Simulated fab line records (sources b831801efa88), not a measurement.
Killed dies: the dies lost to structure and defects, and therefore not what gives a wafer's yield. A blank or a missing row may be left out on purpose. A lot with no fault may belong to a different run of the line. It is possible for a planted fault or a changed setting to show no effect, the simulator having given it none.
A struck lot beside a sound one ; flow sky130 ; 35 steps out of a route of 708
Sound: these wafers, L136.1, L136.2, L136.6. Wafers L128.2, L128.4, L128.6 were the ones struck. At the end, the cause is stated.
At each step with rows: each side's tool, then ch and its chambers, then its first start. Under that, the readings that differ: sound wafers ; struck wafers ; difference of the means ; sigmas: that difference in standard deviations of wafers without a fault.
alike: words and numbers the same on both sides, and readings whose means are apart by under 2 such deviations; not compared: readings that were withheld, readings missing a value for some wafer, numbers with overlapping values and no deviation given by the record, and bounds like >300 which may hide the same value.
A row with sigmas, a row that says differs or no value, or rows on one side alone: a step with any of these is where the two part. Non-overlapping numbers with no deviation appear without sigmas and do not part them. A reading that every wafer of one side lacks parts them only if that side has two wafers or more.

SKY_SD_P_CD_MEAS_07: target cd 380 nm.
  sound on cd-sem-02, day 31 16:08; struck on cd-sem-02, day 29 01:52
reading;sound;struck;difference;sigmas
cd-nm (nm);384.6 383.6 381.6;379.7 378.0 375.9;-5.4;-2
SKY_SD_P_OVL_MEAS_08:
  sound on overlay-01, day 31 16:16; struck on overlay-02, day 29 01:58
  alike: SD_P_OVL
following that, these wafers have no rows for 1 step: SKY_SD_P_IMPLANT_09.
SKY_SD_P_STRIP_10: strips in O2/N2.
  sound on plasma-asher-04 ch 0,1, day 31 16:26; struck on plasma-asher-01 ch 0,1, day 29 02:09
reading;sound;struck;difference;sigmas
drypump-motor-current-A (A);6.25 6.11 6.23;5.45 5.81 5.46;-0.62;-2
  alike: chamber-pressure-mTorr, oes-product-au, strip-time-to-endpoint-s
  not compared: rf-hours-counter-h
SKY_SD_P_TW_MEAS_11:
  sound on film-metro-01, day 31 16:32; struck on film-metro-03, day 29 02:16
  alike: SD_P_TW
then, 7 steps without rows for these wafers: SKY_RES_XHIGH_DEHYDRATE_00 (time 60 s); SKY_RES_XHIGH_HMDS_01 (prime time 60 s); SKY_RES_XHIGH_COAT_02 (resist thk 1140 nm); SKY_RES_XHIGH_SOFTBAKE_03 (time 60 s); SKY_RES_XHIGH_EXPOSE_04 (exposes mask URPM, target cd 1270 nm); SKY_RES_XHIGH_PEB_05; SKY_RES_XHIGH_DEVELOP_06 (develop time 60 s).
SKY_RES_XHIGH_IMPLANT_07:
  sound on implanter-02 ch 0, day 32 18:36; struck on implanter-01 ch 0, day 30 05:47
reading;sound;struck;difference;sigmas
beam-on-s (s);39.3 40.2 40.7;35.2 35.9 36.1;-4.3;-5
dose-ions-cm2;3.6e+14 3.6e+14 3.597e+14;3.275e+14 3.276e+14 3.275e+14;-3.237e+13;-87
  alike: end-station-pressure-torr
SKY_RES_XHIGH_STRIP_08: strips in O2/N2.
  sound on plasma-asher-04 ch 0,1, day 32 18:45; struck on plasma-asher-02 ch 0,1, day 30 05:54
  alike: chamber-pressure-mTorr, drypump-motor-current-A, oes-product-au, strip-time-to-endpoint-s
  not compared: rf-hours-counter-h
SKY_RES_XHIGH_TW_MEAS_09:
  sound on film-metro-01, day 32 18:51; struck on film-metro-01, day 30 06:01
reading;sound;struck;difference;sigmas
RES_XHIGH_TW;1639 1634 1643;1601 1604 1594;-39;-4
then, 7 steps without rows for these wafers: SKY_SD_N_DEHYDRATE_00 (time 60 s); SKY_SD_N_HMDS_01 (prime time 60 s); SKY_SD_N_COAT_02 (resist thk 1140 nm); SKY_SD_N_SOFTBAKE_03 (time 60 s); SKY_SD_N_EXPOSE_04 (exposes mask NSDM, target cd 380 nm); SKY_SD_N_PEB_05; SKY_SD_N_DEVELOP_06 (develop time 60 s).
SKY_SD_N_CD_MEAS_07: target cd 380 nm.
  sound on cd-sem-02, day 33 21:11; struck on cd-sem-02, day 31 11:09
  alike: cd-nm
SKY_SD_N_OVL_MEAS_08:
  sound on overlay-01, day 33 21:19; struck on overlay-01, day 31 11:16
  alike: SD_N_OVL
then, 2 steps without rows for these wafers: SKY_SD_N_IMPLANT_09; SKY_SD_N_IMPLANT_10.
SKY_SD_N_STRIP_11: strips in O2/N2.
  sound on plasma-asher-04 ch 0,1, day 33 21:39; struck on plasma-asher-04 ch 1, day 31 11:35
  alike: chamber-pressure-mTorr, drypump-motor-current-A, oes-product-au, strip-time-to-endpoint-s
  not compared: rf-hours-counter-h
SKY_SD_N_TW_MEAS_12:
  sound on film-metro-02, day 33 21:45; struck on film-metro-03, day 31 11:42
reading;sound;struck;difference;sigmas
SD_N_TW;3918 3940 3926;4009 3999 4008;+77;+3
then, 1 step without rows for these wafers: SKY_SD_N_CLEAN_13 (cleans in SC1/SC2, time 150 s).
SKY_SD_N_RTA_14: time 2 s.
  sound on rtp-anneal-01 ch 0, day 33 21:52; struck on rtp-anneal-01 ch 0, day 31 11:48
  alike: lamp-power-pct, wafer_temp_C_max
SKY_SD_N_RS_MEAS_16: the measuring method here is four-point-probe.
  sound on film-metro-02, day 33 22:02; struck on film-metro-02, day 31 11:59
  alike: SD_N_RS
SKY_SD_N_RS_MEAS_17: the measuring method here is four-point-probe.
  sound on film-metro-02, day 33 22:09; struck on film-metro-02, day 31 12:07
  alike: SD_P_RS
SKY_SD_N_RS_MEAS_18: the measuring method here is four-point-probe.
  sound on film-metro-02, day 33 22:16; struck on film-metro-02, day 31 12:14
reading;sound;struck;difference;sigmas
RES_XHIGH_RS (ohm/sq);336.0 334.5 334.1;356.4 357.7 356.5;+22.0;+18
then, 1 step without rows for these wafers: SKY_SALICIDE_CLEAN_00 (cleans in HF-last, time 30 s).
-- the record jumps here: 17 days lie between the struck wafers' starts before and after (it left off in module SALICIDE and takes up again in module PAD_OPEN, whose first step shown is number 708 of the route) --
SKY_PAD_OPEN_PROBE_99:
  sound on prober-02, day 50 00:52; struck on prober-02, day 48 09:13
reading;sound;struck;difference;sigmas
model.etest.res-xhigh-po.line-ohm-um;5946 5657 5605;7124 7066;+1359;
model.etest.res-xhigh-po.rs-ohm-sq;2063 1970 1943;2483 2468;+484;
model.etest.res-xhigh-po.rs-ohm-sq-range;119 122.6 138.9;188.2 188.4;+61.5;
model.etest.res-xhigh-po.rs-ohm-sq-rim-less-centre;-68.24 -92.89 -94.58;-171.2 -162.7;-81.7;

== WHERE THEY PART ==
First at SKY_SD_P_CD_MEAS_07; last, within this record, at SKY_SD_N_RS_MEAS_18.

WHY: what the simulator had put in
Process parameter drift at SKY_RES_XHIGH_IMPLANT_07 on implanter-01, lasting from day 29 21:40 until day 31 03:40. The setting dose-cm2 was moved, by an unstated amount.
